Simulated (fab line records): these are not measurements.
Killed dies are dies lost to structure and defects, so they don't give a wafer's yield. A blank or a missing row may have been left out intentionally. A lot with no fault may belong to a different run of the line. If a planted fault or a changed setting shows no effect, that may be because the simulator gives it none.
Problem report in the 8D (eight disciplines) form, filled by code + flow gf180mcu + the parts of the form that need people (team, actions taken, sign-off) are left out

1. THE PROBLEM
Across 6 wafers from 2 lots, PSD_TW at GF_PSD_TW_MEAS_11 averages 3404, while fault-free wafers read 3196 with a standard deviation of 35. That is +5.9 standard deviations from the usual mean.
First seen on wafer L144.1, day 19 11:22, on film metro-01. At this step, 33 wafers from 11 lots have a number in the record. By rule, "out" or "out of limits" means more than 4 standard deviations away from the usual mean. The other wafers with a number count as sound.

2. WHAT THIS IS AND IS NOT
| question                    | is                           | is not                                                                    |
|-----------------------------|------------------------------|---------------------------------------------------------------------------|
| which readings at this step | PSD_TW                       | -                                                                         |
| which lots                  | L144, L146                   | L130, L131, L133, L134, L136, L137, L143, L151, L153                      |
| which wafers of those lots  | all that have a number       | -                                                                         |
| read on which gauges        | film metro-01, film metro-02 | film metro-04                                                             |
| when                        | from day 19 11:22            | up to then (21 sound wafers); but 6 sound wafers of L151, L153 came after |

3. SUSPECTS, AND WHAT RULES EACH OUT
Counting: a tool at any process step up to the reading remains a suspect when it ran all the lots that are out and ran no sound lot after the first of those.
- the gauge at GF_PSD_TW_MEAS_11: ruled out. The wafers that are out were read on 2 gauges (film metro-01, film metro-02).
- implanter-03 at GF_PSD_IMPLANT_09: kept. All lots that are out passed through it, beginning with L144 at day 19 11:07, and no sound lot followed; its final sound lot before that point was L137 at day 16 16:56. Its own readings are out on those wafers: dose ions cm2, faraday current uA.
- plasma asher-01 at GF_PSD_STRIP_10 (strips in O2/N2): kept. All lots that are out passed through it, beginning with L144 at day 19 11:16, and no sound lot followed; its final sound lot before that point was L143 at day 18 19:40. Its own readings are out on those wafers: oes product au, strip time to endpoint s.
Remaining after the count are implanter-03 at GF_PSD_IMPLANT_09 and plasma asher-01 at GF_PSD_STRIP_10.

4. THE CAUSE (what the simulator had put in)
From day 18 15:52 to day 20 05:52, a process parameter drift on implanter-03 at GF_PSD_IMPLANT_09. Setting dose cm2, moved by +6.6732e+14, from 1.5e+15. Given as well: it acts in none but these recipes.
Counting left 2 suspects, and this tool is among them.

5. SEQUENCE OF EFFECTS, ordered by route
One row per reading whose mean, taken over the struck wafers that have a number, lies over 3 standard deviations from the usual. Readings are gone through only where the record gives a usual standard deviation; hours: the median, over the lots, of the time from a lot's start at the first step in this table giving one to that lot's start at this step; sigmas: the change measured in usual standard deviations.
| hours | step              | reading                   | usual         | on struck wafers | change      | sigmas      |
|-------|-------------------|---------------------------|---------------|------------------|-------------|-------------|
| 0     | GF_PSD_IMPLANT_09 | dose ions cm2             | 1.4994e+15    | 2.1675e+15       | +6.6807e+14 | +99 or more |
| 0     | GF_PSD_IMPLANT_09 | end station pressure torr | 1.17e-05 Torr | 1.46e-05         | +2.92e-06   | +5.2        |
| 0     | GF_PSD_IMPLANT_09 | faraday current uA        | 8237          | 11734            | +3498       | +22         |
| 0     | GF_PSD_STRIP_10   | oes product au            | 0.593 a.u.    | 0.568            | -0.025      | -6.1        |
| 0     | GF_PSD_STRIP_10   | strip time to endpoint s  | 16.56 s       | 17.82            | +1.26       | +38         |
| 0     | GF_PSD_TW_MEAS_11 | PSD_TW                    | 3196          | 3404             | +208        | +5.9        |
| 1     | GF_PSD_RS_MEAS_15 | PSD_RS                    | 108.63 ohm/sq | 102.37           | -6.26       | -21         |
The process steps in it:
- GF_PSD_IMPLANT_09
- GF_PSD_STRIP_10: strips in O2/N2.

6. HOW IT WOULD HAVE BEEN CAUGHT EARLIER
Counted from the fault's start at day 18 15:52, it took 20 hours until the first out-of-limits reading at a measuring or inspecting step in this record, taken at day 19 11:22.
At GF_PSD_IMPLANT_09, the tool's own readings (dose ions cm2, faraday current uA) were out on each struck wafer the step has a row for, so an alarm limit on them would have fired on the first such wafer.
Of the lots that are out (2), L146 began GF_PSD_IMPLANT_09 on implanter-03 after day 19 11:22. A tool hold placed at that time would have kept it from harm.
